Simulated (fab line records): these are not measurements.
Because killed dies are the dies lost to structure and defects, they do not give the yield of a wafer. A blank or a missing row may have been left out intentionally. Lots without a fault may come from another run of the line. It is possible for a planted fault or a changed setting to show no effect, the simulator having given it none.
A single fault, viewed from 2 desks | flow gf180mcu | numbers are kept per desk, each desk with only its own; the story behind them comes last

## THE TOOL OWNER'S DESK: implanter-02
The tool's own readings at GF_LVPWELL_IMPLANT_08, given as means over the sampled wafers that have a number, one for each lot that went through this tool. The brackets show how far a lot's mean lies from the usual mean; more than 4 standard deviations puts the lot out of limits, marked OUT.
Columns: A = doseIonsCm2 at GF_LVPWELL_IMPLANT_08, usual 1.5e+13
lot  | first seen here | A
L926 | day 5 07:27     | 1.5e+13
L931 | day 6 09:40     | 1.5e+13
L932 | day 6 16:19     | 1.5e+13
L935 | day 7 08:22     | 1.5e+13
L936 | day 7 12:55     | 1.6e+13 (+34) OUT
L938 | day 8 02:58     | 1.6e+13 (+33) OUT
This desk finds L936, L938 out of limits, L936 being first, at day 7 12:55 (doseIonsCm2 at GF_LVPWELL_IMPLANT_08). L926, L931, L932, L935: within limits.

## FROM THE METROLOGY DESK
What the gauges read, lot by lot, whatever tool the lot ran on: means of the sampled wafers that have a number. The brackets show how far a lot's mean lies from the usual mean; more than 4 standard deviations puts the lot out of limits, marked OUT.
Columns: A = LVPWELL_RS at GF_VT_IMPLANT_RS_MEAS_48, usual 1197.4 ohm/sq; B = V4_W_THK at GF_V4_THK_MEAS_25, usual 355 nm; C = cdNm at GF_M5_CD_MEAS_07, usual 280.2 nm
lot  | first seen here | A                 | B   | C
L921 | day 7 20:26     | 1196.2            | 356 | 281.1
L923 | day 8 11:28     | 1199.1            | 353 | 281.8
L926 | day 9 06:56     | 1196.0            | 353 | 281.5
L927 | day 9 14:58     | 1196.2            | 350 | 279.9
L931 | day 10 14:31    | 1199.7            | 353 | 279.3
L932 | day 10 23:26    | 1199.3            | 356 | 280.2
L935 | day 11 18:26    | 1198.5            | 349 | 281.7
L936 | day 11 22:43    | 1176.5 (-7.2) OUT | 353 | 280.7
L937 | day 12 10:22    | 1199.4            | 352 | 279.9
L938 | day 12 16:05    | 1177.5 (-6.9) OUT | 355 | 280.1
L939 | day 12 21:41    | 1194.2            | 356 | 278.2
L942 | day 13 18:51    | 1198.1            | 356 | 280.1
L943 | day 13 23:25    | 1198.4            | 354 | 279.0
This desk reports L936, L938 out of limits; the earliest was L936 at day 11 22:43 (LVPWELL_RS at GF_VT_IMPLANT_RS_MEAS_48). L921, L923, L926, L927, L931, L932, L935, L937, L939, L942, L943: within limits.

## BROUGHT TOGETHER
The tool owner's desk could have raised an alarm at day 7 12:55, on L936, L938.
On L936, L938, the metrology desk was in a position to raise an alarm at day 11 22:43.
On implanter-02, each named lot ran GF_LVPWELL_IMPLANT_08.

## WHAT THE SIMULATOR HAD PUT IN
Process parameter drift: implanter-02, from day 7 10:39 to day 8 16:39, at GF_LVPWELL_IMPLANT_08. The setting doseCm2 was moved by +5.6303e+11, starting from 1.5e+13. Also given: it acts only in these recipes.
Struck lots among those shown: L936, L938.
Time in hours from fault onset to the first out-of-limits reading at each desk: tool owner's desk 2, metrology desk 108.
